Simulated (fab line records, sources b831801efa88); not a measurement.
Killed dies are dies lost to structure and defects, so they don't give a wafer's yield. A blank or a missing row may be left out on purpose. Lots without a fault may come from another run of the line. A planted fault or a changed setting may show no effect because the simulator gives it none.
One fault seen from 2 desks | flow sky130 | each desk has only its own numbers; what lay behind them comes last

THE TOOL OWNER'S DESK: cmp-02
The tool's own readings at SKY_CONTACT_CMP_27 (polishes, stops on SiO2, t overpolish 15 s, target thk 0 nm): means of the sampled wafers that have a number, for each lot that ran on this tool. A lot is out of limits, marked OUT, if its mean lies more than 4 standard deviations from the usual mean; the brackets give that distance.
Columns: A = motor_current_A at SKY_CONTACT_CMP_27, usual 11.2 A; B = overpolish_run_s at SKY_CONTACT_CMP_27, usual 15.000 s; C = time_to_endpoint_s at SKY_CONTACT_CMP_27, usual 81 s
lot  | first seen here | A    | B      | C
L218 | day 31 13:16    | 11.9 | 14.992 | 77
L219 | day 31 21:20    | 11.2 | 14.999 | 79
L220 | day 32 07:49    | 11.6 | 15.004 | 80
L221 | day 32 20:33    | 11.9 | 14.998 | 80
L223 | day 33 12:20    | 12.0 | 15.012 | 81
L224 | day 33 19:09    | 10.5 | 14.997 | 83
L228 | day 35 01:29    | 10.6 | 14.993 | 81
L232 | day 36 20:14    | 11.3 | 14.994 | 79
L236 | day 37 17:01    | 11.5 | 14.996 | 82
This desk's finding: nothing out of limits on any of the 9 lots.

THE METROLOGY DESK
What the gauges read, lot by lot, whatever tool the lot ran on: means of the sampled wafers that have a number. A lot is out of limits, marked OUT, if its mean lies more than 4 standard deviations from the usual mean; the brackets give that distance.
Columns: A = VIA4_HDPCVD_THK at SKY_VIA4_THK_MEAS_01, usual 1731 nm
lot  | first seen here | A
L218 | day 41 20:06    | 1760
L219 | day 42 02:55    | 1734
L220 | day 42 11:20    | 1715
L221 | day 42 21:16    | 1737
L222 | day 43 08:41    | 1718
L223 | day 43 11:22    | 1743
L224 | day 43 18:25    | 1715
L225 | day 44 01:23    | 1734
L228 | day 44 20:52    | 1752
L227 | day 44 21:22    | 1742
L229 | day 45 03:34    | 1729
L232 | day 46 06:56    | 1750
L236 | day 46 21:35    | 1744
This desk's finding: nothing out of limits on any of the 13 lots.

PUT TOGETHER
The tool owner's desk saw nothing out of limits.
The metrology desk saw nothing out of limits.

WHAT THE SIMULATOR HAD PUT IN
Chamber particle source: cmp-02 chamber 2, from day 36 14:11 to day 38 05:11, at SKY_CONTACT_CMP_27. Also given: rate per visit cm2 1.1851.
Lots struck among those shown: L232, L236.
